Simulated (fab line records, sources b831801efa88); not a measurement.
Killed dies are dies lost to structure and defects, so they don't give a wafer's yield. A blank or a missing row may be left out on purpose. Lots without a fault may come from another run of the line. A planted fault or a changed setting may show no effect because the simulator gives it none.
Chamber matching | flow sky130 | SKY_VIA2_ETCH_14 on rie_diel-03: 4 sister chambers
The step etches BARC in N2/H2, stops on SiO2, time 45.9 s, target depth 60 nm. 4 wafers are shown with their chamber, then 7 later ones without.

WAFERS WITH THEIR CHAMBER
wafer  | chamber | drypump_motor_current_A (A)
L587.6 | 1       | 5.1
L590.6 | 3       | 5.1
L591.1 | 2       | 4.9
L591.2 | 0       | 5.8

WAFERS WITHOUT THEIR CHAMBER
wafer  | drypump_motor_current_A (A)
L591.6 | 5.8
L595.1 | 5.2
L595.3 | 4.9
L595.5 | 5.1
L594.3 | 5.1
L594.4 | 5.1
L594.5 | 5.1

WHICH CHAMBER EACH WENT THROUGH
wafer  | from the rows above     | in truth
L591.6 | 0                       | 0
L595.1 | can't be placed: 1 or 3 | 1
L595.3 | 2                       | 2
L595.5 | can't be placed: 1 or 3 | 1
L594.3 | can't be placed: 1 or 3 | 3
L594.4 | can't be placed: 1 or 3 | 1
L594.5 | can't be placed: 1 or 3 | 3
Placed correctly: 2 of 7. Can't be placed from these rows: 5 (the true chamber is among the candidates in 5). Placed wrongly: 0.
How it was worked out, from the rows above alone: a wafer's distance from a chamber is the root of the sum, over the readings, of the square of ((its reading less the chamber's mean) divided by the reading's scatter). The wafer belongs to the nearest chamber; if the next one is less than 2 further off, it can't be placed. A chamber's mean is the mean of its shown wafers. The scatter: with one shown wafer a chamber, the root of the mean of the squares of how far each hidden wafer lies from its nearest shown one.
